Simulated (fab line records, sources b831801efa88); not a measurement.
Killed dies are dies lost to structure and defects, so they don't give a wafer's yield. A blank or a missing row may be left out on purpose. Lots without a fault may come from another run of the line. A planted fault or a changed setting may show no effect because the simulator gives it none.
Chamber matching | flow sky130 | SKY_VIA3_ETCH_14 on rie_diel-03: 4 sister chambers
The step etches BARC in N2/H2, stops on SiO2, time 45.9 s, target depth 60 nm. 8 wafers are shown with their chamber, then 12 later ones without.

WAFERS WITH THEIR CHAMBER
wafer  | chamber | drypump_motor_current_A (A) | throttle_valve_pct (%)
L088.1 | 1       | 5.5                         | 13.243
L088.3 | 2       | 5.7                         | 13.238
L089.3 | 3       | 5.0                         | 13.219
L089.5 | 3       | 5.0                         | 13.234
L089.6 | 0       | 5.1                         | 13.235
L091.1 | 2       | 5.7                         | 13.209
L091.4 | 0       | 5.1                         | 13.230
L091.5 | 1       | 5.6                         | 13.229

WAFERS WITHOUT THEIR CHAMBER
wafer  | drypump_motor_current_A (A) | throttle_valve_pct (%)
L092.1 | 5.6                         | 13.226
L092.2 | 5.7                         | 13.223
L092.3 | 4.9                         | 13.222
L092.4 | 5.1                         | 13.228
L092.5 | 5.0                         | 13.230
L092.6 | 5.6                         | 13.222
L095.1 | 5.5                         | 13.234
L095.3 | 5.0                         | 13.219
L095.6 | 5.7                         | 13.219
L097.3 | 5.1                         | 13.226
L097.5 | 5.5                         | 13.219
L097.6 | 5.1                         | 13.243

WHICH CHAMBER EACH WENT THROUGH
wafer  | from the rows above     | in truth
L092.1 | can't be placed: 1 or 2 | 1
L092.2 | 2                       | 2
L092.3 | 3                       | 3
L092.4 | 0                       | 0
L092.5 | 3                       | 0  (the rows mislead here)
L092.6 | can't be placed: 1 or 2 | 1
L095.1 | 1                       | 1
L095.3 | 3                       | 3
L095.6 | 2                       | 2
L097.3 | 0                       | 0
L097.5 | 1                       | 1
L097.6 | 0                       | 0
Placed correctly: 9 of 12. Can't be placed from these rows: 2 (the true chamber is among the candidates in 2). Placed wrongly: 1.
How it was worked out, from the rows above alone: a wafer's distance from a chamber is the root of the sum, over the readings, of the square of ((its reading less the chamber's mean) divided by the reading's scatter). The wafer belongs to the nearest chamber; if the next one is less than 2 further off, it can't be placed. A chamber's mean is the mean of its shown wafers. The scatter: the root of (the sum of the squares of (reading less its chamber's mean) over the shown wafers, divided by (wafers less chambers)).
